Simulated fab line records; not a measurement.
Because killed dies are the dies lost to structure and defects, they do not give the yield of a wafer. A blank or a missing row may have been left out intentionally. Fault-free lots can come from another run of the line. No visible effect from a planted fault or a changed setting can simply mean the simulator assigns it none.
fab line records | flow sky130 | part 2 of 2: steps 28 to 38 of 38
[record] lots = 5 | wafers = 15 | last-day = 50
route steps=708 shown SONOS_ONO@177 GATE_OXIDE@187 POLY_GATE@204 RES_PROTECT@206
lots untouched by any fault: they come from a run of this same line in which no faults occurred
start-h: hours from the record's opening day to when the first of the lot's shown wafers began | wait-h: hours elapsed since this lot's preceding step | " identical to the entry in the row above | L1.1+2: one row covering several wafers at once | - no value, or no start given | * or withheld: withheld | < > ~ a bound
route shown NAME@n: names a module that has steps shown in the file, with the first one's number in the route | usual: average and standard deviation across the fault-free wafers | same: alike in all rows | chamber/n: place in a boat | sites: each site's reading | _std_site: their standard deviation | _edge_site: mean of outer sites minus mean of inner sites | radius-mm: for every site, how far away it sits from the centre of the wafer | mask NAME#n: copy n | behind: tool/chamber where the wafer was last shaped | hold: reason for holding the lot/hours on hold/outcome of the hold | device: whichever transistor did not switch (one of n, p or np) | end of line: tests of these same wafers at the route's end | a step given without rows: its recipe and nothing more | killed: at the first sort, the dies lost to defects and structure; wafer yield is something else | map: shows each die of a wafer: x if killed, . if not, _ if none is there
set.NAME: the setting the step ran with; set.NAME@STEP: the setting that earlier step ran with | model.NAME: the simulator's own value behind a step, which no gauge read
lots at selected steps of the route; one table per step, one row per wafer
services: a tool's chamber out of use, with start hour (start-h, from the record's first day; less than 0 if before it), hours out, and reason
[[steps]]
[step SKY_POLY_GATE_CVD_00]
[recipe] material = poly-Si | target-thk-nm = 180 | temp-c = 620 | time-s = 720 | pressure-mtorr = 200
[usual] zone-power-centre-pct = 9.2/0.66
lot.wafer | tool     | chamber | start-h | wait-h | zone-power-centre-pct
L075.3    | lpcvd-01 | 0       | 328.62  | 0.0    | 8.5
L075.4    | "        | 0       | "       | "      | 8.6
L075.6    | "        | 0       | "       | "      | 8.7
L077.2    | lpcvd-01 | 0       | 339.74  | 0.0    | 8.4
L077.3    | "        | 0       | "       | "      | 8.5
L077.4    | "        | 0       | "       | "      | 8.6
L079.4    | lpcvd-01 | 1       | 351.76  | 0.0    | 10.0
L079.5    | "        | 1       | "       | "      | 9.9
L079.6    | "        | 1       | "       | "      | 9.9
L083.4    | lpcvd-01 | 0       | 381.49  | 0.0    | 8.7
L083.5    | "        | 0       | "       | "      | 8.6
L083.6    | "        | 0       | "       | "      | 8.6
L096.1    | lpcvd-01 | 0       | 499.60  | 0.0    | 8.5
L096.2    | "        | 0       | "       | "      | 8.6
L096.4    | "        | 0       | "       | "      | 8.7
[step SKY_POLY_GATE_THK_MEAS_01]
[recipe] reads = poly-Si_of_POLY_GATE_CVD_00
[usual] POLY_GATE_CVD_00_THK = 180.1/1.6
lot.wafer | tool          | chamber | start-h | wait-h | POLY_GATE_CVD_00_THK[nm]
L075.3    | film-metro-03 | -       | 329.84  | 0.0    | 177.9
L075.4    | "             | -       | "       | "      | 178.3
L075.6    | "             | -       | "       | "      | 177.9
L077.2    | film-metro-01 | -       | 340.95  | 0.0    | 180.9
L077.3    | "             | -       | "       | "      | 180.3
L077.4    | "             | -       | "       | "      | 182.0
L079.4    | film-metro-03 | -       | 352.99  | 0.0    | 181.5
L079.5    | "             | -       | "       | "      | 182.2
L079.6    | "             | -       | "       | "      | 181.4
L083.4    | film-metro-01 | -       | 382.72  | 0.0    | 179.9
L083.5    | "             | -       | "       | "      | 180.9
L083.6    | "             | -       | "       | "      | 179.0
L096.1    | film-metro-01 | -       | 501.40  | 0.0    | 182.1
L096.2    | "             | -       | "       | "      | 181.0
L096.4    | "             | -       | "       | "      | 181.2
[step SKY_RES_PROTECT_DEHYDRATE_00]
[recipe] temp-c = 200 | time-s = 60
[usual] plate-temp-C = 200.00/0.14
lot.wafer | tool           | chamber | start-h | wait-h | plate-temp-C
L075.3    | litho-track-03 | 0       | 342.57  | 12.7   | 199.94
L075.4    | "              | 0       | "       | "      | 199.92
L075.6    | "              | 0       | "       | "      | 200.10
L077.2    | litho-track-01 | 0       | 354.04  | 13.1   | 199.75
L077.3    | "              | 0       | "       | "      | 199.92
L077.4    | "              | 0       | "       | "      | 200.06
L079.4    | litho-track-01 | 0       | 366.24  | 13.2   | 199.97
L079.5    | "              | 0       | "       | "      | 200.18
L079.6    | "              | 0       | "       | "      | 200.14
L083.4    | litho-track-04 | 0       | 396.62  | 13.9   | 200.11
L083.5    | "              | 0       | "       | "      | 200.07
L083.6    | "              | 0       | "       | "      | 200.12
L096.1    | litho-track-01 | 0       | 515.67  | 14.3   | 199.94
L096.2    | "              | 0       | "       | "      | 199.82
L096.4    | "              | 0       | "       | "      | 199.81
[step SKY_RES_PROTECT_HMDS_01]
[recipe] prime-time-s = 60 | prime-temp-c = 120
lot.wafer  | tool           | chamber | start-h | wait-h
L075.3+4+6 | litho-track-03 | 0       | 342.72  | 0.1
L077.2+3+4 | litho-track-01 | 0       | 354.19  | 0.1
L079.4+5+6 | litho-track-01 | 0       | 366.39  | 0.1
L083.4+5+6 | litho-track-04 | 0       | 396.77  | 0.1
L096.1+2+4 | litho-track-01 | 0       | 515.82  | 0.1
[step SKY_RES_PROTECT_COAT_02]
[recipe] resist = NOVOLAK | spin-rpm = 3000 | resist-thk-nm = 1140
lot.wafer  | tool           | chamber | start-h | wait-h
L075.3+4+6 | litho-track-03 | 0       | 342.87  | 0.1
L077.2+3+4 | litho-track-01 | 0       | 354.34  | 0.1
L079.4+5+6 | litho-track-01 | 0       | 366.54  | 0.1
L083.4+5+6 | litho-track-04 | 0       | 396.92  | 0.1
L096.1+2+4 | litho-track-01 | 0       | 515.97  | 0.1
[step SKY_RES_PROTECT_SOFTBAKE_03]
[recipe] temp-c = 90 | time-s = 60 | resist = NOVOLAK
[usual] plate-temp-C = 89.99/0.11
lot.wafer | tool           | chamber | start-h | wait-h | plate-temp-C
L075.3    | litho-track-03 | 0       | 343.02  | 0.1    | 89.97
L075.4    | "              | 0       | "       | "      | 89.98
L075.6    | "              | 0       | "       | "      | 89.98
L077.2    | litho-track-01 | 0       | 354.49  | 0.1    | 90.16
L077.3    | "              | 0       | "       | "      | 89.98
L077.4    | "              | 0       | "       | "      | 89.84
L079.4    | litho-track-01 | 0       | 366.69  | 0.1    | 90.06
L079.5    | "              | 0       | "       | "      | 89.85
L079.6    | "              | 0       | "       | "      | 90.02
L083.4    | litho-track-04 | 0       | 397.07  | 0.1    | 90.04
L083.5    | "              | 0       | "       | "      | 90.06
L083.6    | "              | 0       | "       | "      | 90.09
L096.1    | litho-track-01 | 0       | 516.12  | 0.1    | 89.88
L096.2    | "              | 0       | "       | "      | 90.05
L096.4    | "              | 0       | "       | "      | 89.80
[step SKY_RES_PROTECT_EXPOSE_04]
[recipe] mask-id = RPM | na = 0.6 | source-shape = conventional | sigma-outer = 0.6 | polarization = unpolarized | target-cd-nm = 1270 | dose-mj = 131
[usual] exposure-dose-mJ-cm2 = 130.99/0.13 | focus-offset-nm = -0.1/0.45
lot.wafer | tool             | chamber | start-h | wait-h | mask  | exposure-dose-mJ-cm2 | focus-offset-nm
L075.3    | iline-stepper-01 | 0       | -       | -      | RPM#0 | 131.27               | -0.1
L075.4    | "                | 0       | "       | "      | RPM#0 | 131.08               | -0.2
L075.6    | "                | 0       | "       | "      | RPM#0 | 131.12               | -0.1
L077.2    | iline-stepper-02 | 0       | -       | -      | RPM#0 | 131.26               | 0.4
L077.3    | "                | 0       | "       | "      | RPM#0 | 130.86               | 0.7
L077.4    | "                | 0       | "       | "      | RPM#0 | 130.90               | 0.4
L079.4    | iline-stepper-02 | 0       | -       | -      | RPM#0 | 130.98               | -0.3
L079.5    | "                | 0       | "       | "      | RPM#0 | 130.98               | 0.1
L079.6    | "                | 0       | "       | "      | RPM#0 | 131.03               | -0.5
L083.4    | iline-stepper-02 | 0       | -       | -      | RPM#0 | 131.11               | -0.5
L083.5    | "                | 0       | "       | "      | RPM#0 | 131.10               | -0.3
L083.6    | "                | 0       | "       | "      | RPM#0 | 131.06               | -0.1
L096.1    | iline-stepper-01 | 0       | -       | -      | RPM#0 | 131.23               | 0.2
L096.2    | "                | 0       | "       | "      | RPM#0 | 131.00               | -0.6
L096.4    | "                | 0       | "       | "      | RPM#0 | 130.87               | 0.4
[step SKY_RES_PROTECT_PEB_05]
[recipe] temp-c = withheld | time-s = * | resist = NOVOLAK
lot.wafer  | tool           | chamber | start-h | wait-h
L075.3+4+6 | litho-track-03 | 0       | -       | -
L077.2+3+4 | litho-track-04 | 0       | -       | -
L079.4+5+6 | litho-track-03 | 0       | -       | -
L083.4+5+6 | litho-track-03 | 0       | -       | -
L096.1+2+4 | litho-track-01 | 0       | -       | -
[step SKY_RES_PROTECT_DEVELOP_06]
[recipe] resist = NOVOLAK | developer = TMAH | develop-time-s = 60 | dev-temp-c = 23
[usual] developer-temp-C = 22.95/0.1
lot.wafer | tool           | chamber | start-h | wait-h | developer-temp-C
L075.3    | litho-track-03 | 0       | 356.47  | 0.1    | 23.07
L075.4    | "              | 0       | "       | "      | 23.15
L075.6    | "              | 0       | "       | "      | 23.04
L077.2    | litho-track-04 | 0       | 368.77  | 0.1    | 22.98
L077.3    | "              | 0       | "       | "      | 22.87
L077.4    | "              | 0       | "       | "      | 23.09
L079.4    | litho-track-03 | 0       | 381.05  | 0.1    | 22.88
L079.5    | "              | 0       | "       | "      | 22.86
L079.6    | "              | 0       | "       | "      | 22.91
L083.4    | litho-track-03 | 0       | 412.40  | 0.1    | 22.91
L083.5    | "              | 0       | "       | "      | 22.85
L083.6    | "              | 0       | "       | "      | 22.87
L096.1    | litho-track-01 | 0       | 531.92  | 0.1    | 23.00
L096.2    | "              | 0       | "       | "      | 22.97
L096.4    | "              | 0       | "       | "      | 22.91
[step SKY_POLY_GATE_IMPLANT_02]
[recipe] species = P | energy-kev = 30 | dose-cm2 = 7.7e+15 | tilt-deg = 0
lot.wafer  | tool         | chamber | start-h | wait-h
L075.3+4+6 | implanter-03 | 0       | 356.62  | 0.1
L077.2+3+4 | implanter-03 | 0       | 368.92  | 0.1
L079.4+5+6 | implanter-02 | 0       | 381.20  | 0.1
L083.4+5+6 | implanter-03 | 0       | 412.55  | 0.1
L096.1+2+4 | implanter-04 | 0       | 532.07  | 0.1
[step SKY_RES_PROTECT_STRIP_07]
[recipe] chemistry = O2/N2 | power-w = 1400 | pressure-mtorr = 1500 | platen-temp-c = withheld | o2-flow-sccm = 3000 | n2-flow-sccm = 300 | overash-fraction = 0.5
[usual] drypump-motor-current-A = 5.7/0.37 | n2-flow-sccm = 299.8/0.83 | oes-product-au = 0.518/0.0046 | strip-time-to-endpoint-s = 23.28/0.046
lot.wafer | tool            | chamber | start-h | wait-h | drypump-motor-current-A | n2-flow-sccm | oes-product-au | rf-hours-counter-h | strip-time-to-endpoint-s
L075.3    | plasma-asher-01 | 1       | 356.76  | 0.1    | 5.3                     | 300.8        | 0.523          | -                  | 23.31
L075.4    | "               | 0       | "       | "      | 6.6                     | 298.3        | 0.522          | -                  | 23.32
L075.6    | "               | 0       | "       | "      | 6.6                     | 299.8        | 0.515          | -                  | 23.32
L077.2    | plasma-asher-02 | 1       | 369.04  | 0.1    | 5.8                     | 299.7        | 0.518          | 64                 | 23.27
L077.3    | "               | 1       | "       | "      | 5.8                     | 301.3        | 0.518          | -                  | 23.28
L077.4    | "               | 0       | "       | "      | 6.0                     | 301.2        | 0.514          | -                  | 23.28
L079.4    | plasma-asher-02 | 0       | 381.31  | 0.1    | 6.0                     | 299.3        | 0.515          | -                  | 23.30
L079.5    | "               | 1       | "       | "      | 5.8                     | 299.1        | 0.523          | -                  | 23.27
L079.6    | "               | 0       | "       | "      | 6.0                     | 300.0        | 0.525          | -                  | 23.34
L083.4    | plasma-asher-02 | 0       | 412.66  | 0.1    | 6.0                     | 299.6        | 0.520          | -                  | 23.29
L083.5    | "               | 0       | "       | "      | 6.0                     | 299.6        | 0.519          | -                  | 23.25
L083.6    | "               | 1       | "       | "      | 5.8                     | 300.9        | 0.525          | -                  | 23.30
L096.1    | plasma-asher-03 | 0       | 532.22  | 0.1    | 5.2                     | 300.0        | 0.514          | 42                 | 23.33
L096.2    | "               | 1       | "       | "      | 5.4                     | 299.6        | 0.525          | 42                 | 23.32
L096.4    | "               | 1       | "       | "      | 5.4                     | 301.3        | 0.517          | -                  | 23.31
[[services]]
tool             | chamber | start-h | hours | kind
implanter-02     | -       | 298.84  | 3.4   | pm
implanter-02     | -       | 302.70  | 6.6   | repair
iline-stepper-02 | -       | 308.99  | 1.7   | pm
iline-stepper-01 | -       | 326.00  | 1.7   | pm
iline-stepper-01 | -       | 329.26  | 1.6   | repair
wet-bench-01     | -       | 331.94  | 28.3  | pm
furnace-02       | -       | 356.52  | 3.5   | pm
furnace-01       | -       | 365.04  | 3.5   | pm
plasma-asher-04  | -       | 378.52  | 4.3   | pm
iline-stepper-02 | -       | 401.00  | 3.3   | repair
furnace-01       | -       | 403.83  | 41.5  | pm
lpcvd-01         | -       | 406.31  | 14.6  | pm
plasma-asher-04  | -       | 413.80  | 0.9   | repair
plasma-asher-04  | -       | 421.25  | 9.0   | pm
plasma-asher-04  | -       | 430.25  | 10.0  | pm
plasma-asher-04  | -       | 437.79  | 3.2   | repair
furnace-02       | -       | 447.16  | 2.5   | pm
iline-stepper-02 | -       | 476.11  | 2.5   | repair
iline-stepper-02 | -       | 479.75  | 2.8   | repair
wet-bench-01     | -       | 485.83  | 1.9   | pm
iline-stepper-02 | -       | 506.57  | 0.6   | repair
furnace-02       | -       | 524.52  | 3.1   | pm
iline-stepper-02 | -       | 527.17  | 1.7   | pm
implanter-03     | -       | 529.42  | 2.9   | pm
